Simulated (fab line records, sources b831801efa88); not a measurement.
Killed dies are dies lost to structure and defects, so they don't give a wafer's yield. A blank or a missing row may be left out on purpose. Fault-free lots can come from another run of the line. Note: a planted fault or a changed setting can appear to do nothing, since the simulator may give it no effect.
Tool commonality check	flow sfq_line	14 lots, 42 wafers sampled

== REASON FOR OPENING ==
SFQ_I1_OVL_MEAS_913, reading I1_OVL: flagged on 2 of 14 lots. Wafers without a fault read 2 nm, standard deviation 6.2.
Rule: flag the lot when none of its wafers has a number, or when each of its wafers that has one lies beyond 4 standard deviations from that mean. The rest of the lots are taken to be sound.

lot	measured	on	I1_OVL (nm), wafer by wafer	flag
L961	day 24 03:55	overlay-01	12 20 7	
L963	day 25 09:34	overlay-01	-5 0 0	
L964	day 25 10:45	overlay-01	4 -2 -1	
L967	day 26 23:40	overlay-01	-5 -7 -3	
L969	day 28 02:22	overlay-01	2 3 -1	
L971	day 28 08:01	overlay-01	11 12 13	
L972	day 28 18:54	overlay-02	-3 0 3	
L975	day 29 11:46	overlay-01	7 12 7	
L979	day 36 19:59	overlay-02	0 2 9	
L980	day 36 22:23	overlay-02	-1 0 -2	
L981	day 37 04:23	overlay-01	84 79 78	FLAGGED
L982	day 37 11:35	overlay-01	77 81 72	FLAGGED
L983	day 37 23:52	overlay-01	0 2 4	
L984	day 38 19:53	overlay-02	-2 5 -6	
Average over the flagged lots: 78 nm; offset from the usual +76 nm, equal to +12 standard deviations.

== TOOL THAT RAN EACH LOT ==
The record keeps 1 process step preceding the reading, out of 325 steps on the route. Read each cell as the tool, then ch plus the chambers that the sampled wafers visited, then the start.
lot	flag	SFQ_TRILAYER_I1_VIA_LITHO_EXPOSE_050
L961		krf_scanner-02 ch 0, day 24 02:59
L963		krf_scanner-01 ch 0, day 25 08:27
L964		krf_scanner-01 ch 0, day 25 09:15
L967		krf_scanner-01 ch 0, day 26 22:10
L969		krf_scanner-02 ch 0, day 28 01:04
L971		krf_scanner-02 ch 0, day 28 06:30
L972		krf_scanner-02 ch 0, day 28 17:24
L975		krf_scanner-02 ch 0, day 29 10:16
L979		krf_scanner-01 ch 0, day 36 18:29
L980		krf_scanner-01 ch 0, day 36 21:05
L981	FLAGGED	krf_scanner-01 ch 0, day 37 03:05
L982	FLAGGED	krf_scanner-01 ch 0, day 37 10:29
L983		krf_scanner-02 ch 0, day 37 22:45
L984		krf_scanner-02 ch 0, day 38 18:34
What is done by these steps:
- SFQ_TRILAYER_I1_VIA_LITHO_EXPOSE_050: exposes mask I1, target cd 500 nm.
- SFQ_I1_OVL_MEAS_913

== FLAGGED OVER TOTAL, TOOL BY TOOL (the gauges that took the reading come last) ==
step	tool	lots run	flagged	share of the flagged lots	sound lots run after its first flagged lot
SFQ_TRILAYER_I1_VIA_LITHO_EXPOSE_050	krf_scanner-01	7	2	all	0
SFQ_TRILAYER_I1_VIA_LITHO_EXPOSE_050	krf_scanner-02	7	0	none	-
SFQ_I1_OVL_MEAS_913	overlay-01	10	2	all	1 (L983)
SFQ_I1_OVL_MEAS_913	overlay-02	4	0	none	-

== THE TABLE: WHAT IT ALLOWS ==
2 rows of the table ran every flagged lot: krf_scanner-01 at SFQ_TRILAYER_I1_VIA_LITHO_EXPOSE_050, overlay-01 at SFQ_I1_OVL_MEAS_913.
- krf_scanner-01 at SFQ_TRILAYER_I1_VIA_LITHO_EXPOSE_050 ran 7 lots, 2 of them flagged. A fault beginning between L980 (day 36 21:05), its last sound lot, and L981 (day 37 03:05), its first flagged one, fits the data.
- overlay-01 at SFQ_I1_OVL_MEAS_913 ran 10 lots, 2 of them flagged. After the first flagged lot (L983), sound lots still ran on it; a lasting fault on the whole tool would not permit that.
krf_scanner-01 at SFQ_TRILAYER_I1_VIA_LITHO_EXPOSE_050 is the single tool remaining.

== WHAT THE SIMULATOR PUT IN ==
Scanner matching overlay: krf_scanner-01, from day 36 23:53 on, at SFQ_TRILAYER_I1_VIA_LITHO_EXPOSE_050. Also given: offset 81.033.
Shown lots that were struck: L981, L982. The rule above found the same.
